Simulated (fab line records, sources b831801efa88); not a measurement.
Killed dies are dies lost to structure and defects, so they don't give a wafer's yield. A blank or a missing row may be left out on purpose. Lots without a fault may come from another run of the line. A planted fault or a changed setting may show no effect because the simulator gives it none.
fab line records | flow gf180mcu
record lots=14 wafers=42 last_day=34
route steps=602 shown STI@5 NWELL@49 MVPSD@80 PSD@255
lots that met no fault: from a run of the same line without faults
start_h: hours from the record's first day to the start of the lot's first wafer shown | wait_h: hours since the lot's step before | " the same as in the row above | L1.1+2: a row that stands for several wafers | - no value, or no start given | * or withheld: withheld | < > ~ a bound
route shown NAME@n: a module of which the file shows steps, and the number in the route of the first | usual: mean/standard deviation of fault-free wafers | same: alike in all rows | chamber/n: place in a boat | sites: the reading at each site | _std_site: their standard deviation | _edge_site: outer sites' mean less inner sites' | radius_mm: how far each site lies from the wafer's centre | mask NAME#n: copy n | behind: the tool/chamber that last shaped the wafer | hold: why the lot was held/for how many hours/how that ended | device: the transistor (n, p or np) that didn't switch | end of line: the same wafers' tests at the end of the route | a step without rows: its recipe alone | killed: dies lost to structure and defects at the first sort, not the wafer's yield | map: a wafer's dies, x killed, . not, _ none there
set.NAME: the setting as run; set.NAME@STEP: as run at that earlier step | model.NAME: the simulator's own value behind a step, which no gauge read
steps of the route over a sample of lots; a table a step, a row a wafer
services: from which hour (start_h, from the record's first day; less than 0 if before it) a tool's chamber was out of use, for how many hours, and why
## steps
# step GF_STI_THK_MEAS_04
# recipe reads=Si3N4_of_STI_CVD_03
# usual STI_CVD_03_THK=208.0/2.1
# columns lot.wafer tool chamber start_h wait_h STI_CVD_03_THK[nm]
L855.3 film_metro-01 - 13.58 0.0 207.5
L855.4 " - " " 208.8
L855.6 " - " " 205.4
L856.3 film_metro-01 - 19.90 0.0 206.4
L856.4 " - " " 206.7
L856.5 " - " " 207.3
L859.2 film_metro-01 - 33.92 0.0 207.8
L859.3 " - " " 206.9
L859.4 " - " " 207.5
L860.3 film_metro-04 - 38.70 0.0 210.4
L860.5 " - " " 209.6
L860.6 " - " " 210.6
L861.1 film_metro-02 - 44.34 0.0 203.8
L861.2 " - " " 204.9
L861.3 " - " " 204.9
L862.3 film_metro-04 - 50.02 0.0 205.5
L862.4 " - " " 206.1
L862.6 " - " " 206.5
L866.1 film_metro-04 - 70.19 0.0 207.3
L866.4 " - " " 209.3
L866.6 " - " " 208.3
L867.1 film_metro-02 - 74.28 0.0 209.8
L867.4 " - " " 209.8
L867.5 " - " " 209.7
L868.2 film_metro-04 - 78.57 0.0 204.0
L868.3 " - " " 205.8
L868.6 " - " " 204.0
L871.1 film_metro-01 - 94.45 0.0 210.5
L871.2 " - " " 210.0
L871.5 " - " " 208.9
L872.4 film_metro-04 - 99.27 0.0 207.4
L872.5 " - " " 207.6
L872.6 " - " " 207.3
L873.1 film_metro-01 - 103.90 0.0 210.7
L873.2 " - " " 211.5
L873.5 " - " " 210.3
L876.2 film_metro-01 - 119.04 0.0 208.5
L876.3 " - " " 206.6
L876.4 " - " " 208.0
L877.2 film_metro-02 - 123.57 0.0 207.8
L877.3 " - " " 209.5
L877.4 " - " " 208.5
# step GF_NWELL_OVL_MEAS_07
# usual NWELL_OVL=-0.2/1.5
# columns lot.wafer tool chamber start_h wait_h NWELL_OVL[nm]
L855.3 overlay-01 - 53.18 - 0.7
L855.4 " - " " 1.3
L855.6 " - " " 1.5
L856.3 overlay-02 - 61.27 - 2.9
L856.4 " - " " 2.7
L856.5 " - " " 1.8
L859.2 overlay-01 - 82.27 - -0.7
L859.3 " - " " 0.0
L859.4 " - " " 0.5
L860.3 overlay-01 - 85.43 - -1.5
L860.5 " - " " 0.1
L860.6 " - " " -0.9
L861.1 overlay-02 - 91.66 - 0.3
L861.2 " - " " -0.5
L861.3 " - " " 0.4
L862.3 overlay-01 - 99.38 - -1.4
L862.4 " - " " -0.5
L862.6 " - " " -2.3
L866.1 overlay-01 - 118.31 - -0.2
L866.4 " - " " 0.1
L866.6 " - " " -0.6
L867.1 overlay-01 - 120.96 - 0.1
L867.4 " - " " -1.9
L867.5 " - " " 0.8
L868.2 overlay-01 - 125.67 - -1.4
L868.3 " - " " -1.1
L868.6 " - " " -2.2
L871.1 overlay-01 - 143.63 - -1.2
L871.2 " - " " 0.3
L871.5 " - " " -1.0
L872.4 overlay-01 - 147.78 - 0.5
L872.5 " - " " -1.3
L872.6 " - " " -1.3
L873.1 overlay-02 - 153.78 - -1.1
L873.2 " - " " -0.6
L873.5 " - " " 0.0
L876.2 overlay-01 - 170.04 - -0.6
L876.3 " - " " 0.3
L876.4 " - " " 0.8
L877.2 overlay-01 - 174.76 - -0.8
L877.3 " - " " -0.9
L877.4 " - " " -0.8
# step GF_MVPSD_COAT_02
# recipe spin_rpm=2000 resist_thk_nm=3000
# columns lot.wafer tool chamber start_h wait_h
L855.3+4+6 litho_track-02 0 86.73 0.1
L856.3+4+5 litho_track-03 0 95.86 0.1
L859.2+3+4 litho_track-03 0 118.44 0.1
L860.3+5+6 litho_track-02 0 121.08 0.1
L861.1+2+3 litho_track-03 0 129.11 0.1
L862.3+4+6 litho_track-03 0 135.91 0.1
L866.1+4+6 litho_track-03 0 158.06 0.1
L867.1+4+5 litho_track-03 0 160.86 0.1
L868.2+3+6 litho_track-02 0 166.01 0.1
L871.1+2+5 litho_track-04 0 185.66 0.1
L872.4+5+6 litho_track-03 0 188.39 0.1
L873.1+2+5 litho_track-02 0 196.58 0.1
L876.2+3+4 litho_track-04 0 213.38 0.1
L877.2+3+4 litho_track-04 0 219.63 0.1
# step GF_MVPSD_STRIP_10
# recipe chemistry=O2/N2 power_w=1400 pressure_mtorr=1500 platen_temp_c=250 o2_flow_sccm=3000 n2_flow_sccm=300 overash_fraction=0.5
# usual drypump_motor_current_A=5.5/0.4 heater_power_w=333/19 oes_product_au=0.723/0.0045 platen_temp_c=249.99/0.18 strip_time_to_endpoint_s=36.94/0.1
# columns lot.wafer tool chamber start_h wait_h drypump_motor_current_A heater_power_w oes_product_au platen_temp_c rf_hours_counter_h strip_time_to_endpoint_s
L855.3 plasma_asher-04 1 93.95 0.1 5.4 346 0.725 250.13 - 36.96
L855.4 " 0 " " 5.0 321 0.732 250.03 - 37.04
L855.6 " 0 " " 4.9 320 0.718 250.29 - 37.05
L856.3 plasma_asher-01 0 103.58 0.1 5.3 345 0.724 250.03 - 37.02
L856.4 " 1 " " 6.1 303 0.715 250.28 - 36.97
L856.5 " 0 " " 5.3 349 0.720 250.07 - 37.07
L859.2 plasma_asher-04 1 126.35 0.1 5.4 348 0.725 250.00 32 37.01
L859.3 " 0 " " 4.9 328 0.723 250.08 - 37.08
L859.4 " 1 " " 5.4 354 0.722 250.12 - 37.10
L860.3 plasma_asher-02 0 129.20 0.1 5.6 311 0.721 250.05 - 36.93
L860.5 " 0 " " 5.6 309 0.719 250.05 - 37.20
L860.6 " 1 " " 6.0 350 0.719 250.09 - 37.06
L861.1 plasma_asher-01 1 137.30 0.1 6.1 303 0.724 249.94 49 37.07
L861.2 " 0 " " 5.3 360 0.728 249.89 49 37.10
L861.3 " 0 " " 5.3 350 0.723 249.64 - 37.20
L862.3 plasma_asher-01 0 144.35 0.1 5.3 351 0.717 249.92 - 36.96
L862.4 " 1 " " 6.1 308 0.723 249.71 - 36.84
L862.6 " 0 " " 5.3 349 0.718 249.78 - 36.81
L866.1 plasma_asher-04 0 166.55 0.1 5.0 326 0.726 249.94 36 37.10
L866.4 " 0 " " 5.0 325 0.730 250.46 - 36.92
L866.6 " 1 " " 5.4 343 0.716 249.97 - 37.01
L867.1 plasma_asher-01 0 169.55 0.1 5.3 349 0.728 250.09 52 36.85
L867.4 " 1 " " 6.1 305 0.717 249.61 - 36.94
L867.5 " 1 " " 6.1 305 0.708 249.97 - 28.23
L868.2 plasma_asher-04 1 174.57 0.1 5.4 348 0.710 250.07 37 36.74
L868.3 " 1 " " 5.4 347 0.731 249.79 - 36.88
L868.6 " 1 " " 5.4 345 0.728 250.06 - 36.86
L871.1 plasma_asher-04 0 194.75 0.1 4.9 337 0.718 249.95 39 36.86
L871.2 " 1 " " 5.4 361 0.728 250.01 39 36.90
L871.5 " 0 " " 5.0 330 0.722 250.10 - 36.74
L872.4 plasma_asher-04 1 197.58 0.1 5.4 349 0.718 250.18 - 37.02
L872.5 " 0 " " 5.0 330 0.715 250.06 - 28.14
L872.6 " 1 " " 5.4 345 0.721 249.99 - 28.22
L873.1 plasma_asher-01 0 205.60 0.1 5.3 351 0.729 250.02 55 36.93
L873.2 " 1 " " 6.1 299 0.725 249.89 55 36.78
L873.5 " 1 " " 6.1 303 0.727 249.94 - 36.87
L876.2 plasma_asher-01 1 222.89 0.1 6.1 300 0.725 249.85 57 36.74
L876.3 " 0 " " 5.3 359 0.725 249.70 - 36.87
L876.4 " 1 " " 6.1 300 0.718 250.06 - 36.80
L877.2 plasma_asher-04 0 229.20 0.1 4.9 326 0.721 249.73 43 36.72
L877.3 " 1 " " 5.4 351 0.729 250.03 - 36.69
L877.4 " 0 " " 5.0 330 0.724 249.95 - 36.81
# step GF_PSD_CD_MEAS_07
# recipe target_cd_nm=400
# usual cd_nm=399.5/2.7
# columns lot.wafer tool chamber start_h wait_h cd_nm
L855.3 cd_sem-01 - 310.95 0.1 401.9
L855.4 " - " " 401.2
L855.6 " - " " 401.1
L856.3 cd_sem-02 - 327.52 0.1 402.9
L856.4 " - " " 403.5
L856.5 " - " " 402.6
L859.2 cd_sem-01 - 358.05 0.1 402.5
L859.3 " - " " 402.6
L859.4 " - " " 401.9
L860.3 cd_sem-01 - 366.24 0.1 396.5
L860.5 " - " " 397.6
L860.6 " - " " 397.4
L861.1 cd_sem-02 - 378.36 0.1 397.8
L861.2 " - " " 396.2
L861.3 " - " " 397.8
L862.3 cd_sem-01 - 384.97 0.1 399.1
L862.4 " - " " 398.5
L862.6 " - " " 399.6
L866.1 cd_sem-01 - 415.93 0.1 395.6
L866.4 " - " " 396.3
L866.6 " - " " 396.7
L867.1 cd_sem-01 - 422.30 0.1 393.7
L867.4 " - " " 392.1
L867.5 " - " " 396.1
L868.2 cd_sem-01 - 427.87 0.1 401.1
L868.3 " - " " 400.1
L868.6 " - " " 399.7
L871.1 cd_sem-01 - 458.68 0.1 403.0
L871.2 " - " " 401.8
L871.5 " - " " 401.9
L872.4 cd_sem-01 - 464.79 0.1 398.9
L872.5 " - " " 398.4
L872.6 " - " " 398.2
L873.1 cd_sem-01 - 471.88 0.1 397.1
L873.2 " - " " 397.8
L873.5 " - " " 395.8
L876.2 cd_sem-01 - 495.87 0.1 401.0
L876.3 " - " " 401.5
L876.4 " - " " 400.9
L877.2 cd_sem-02 - 499.37 0.1 398.7
L877.3 " - " " 397.1
L877.4 " - " " 397.1
## services
# columns tool chamber start_h hours kind
plasma_asher-02 - 108.77 9.0 pm
plasma_asher-02 0 108.77 9.0 vent_cycle
plasma_asher-02 1 108.77 9.0 vent_cycle
plasma_asher-02 0 117.77 - clean
plasma_asher-02 1 117.77 - clean
plasma_asher-04 - 148.60 1.6 repair
plasma_asher-01 - 160.42 1.3 repair
plasma_asher-01 - 202.75 2.8 pm
plasma_asher-02 - 222.65 13.7 repair
## key
first_sign step=GF_MVPSD_STRIP_10 reading=strip_time_to_endpoint_s direction=down sigmas=85 usual=* struck=*
effect none on later readings
met_at GF_MVPSD_COAT_02
struck_lots L867,L872
struck_wafers L867.5,L872.5,L872.6
tester_left_out L867,L872
not_acting_at GF_STI_THK_MEAS_04,GF_NWELL_OVL_MEAS_07,GF_PSD_CD_MEAS_07
onset_between 158.06 160.86
fault kind=process_parameter_drift tool=litho_track-03 chamber=- onset_h=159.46 steps=GF_MVPSD_COAT_02 channel=resist_thk_nm offset=* shape=step end_h=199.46 scope=struck_wafers_only acts_in=* stated=*
# tester_left_out: of these lots the tester's yield and bins aren't shown, on N5 and GAA mostly nor the transistor test; their killed dies are dies lost to structure and defects alone, not to doping, threshold or leakage, so they don't give the yield
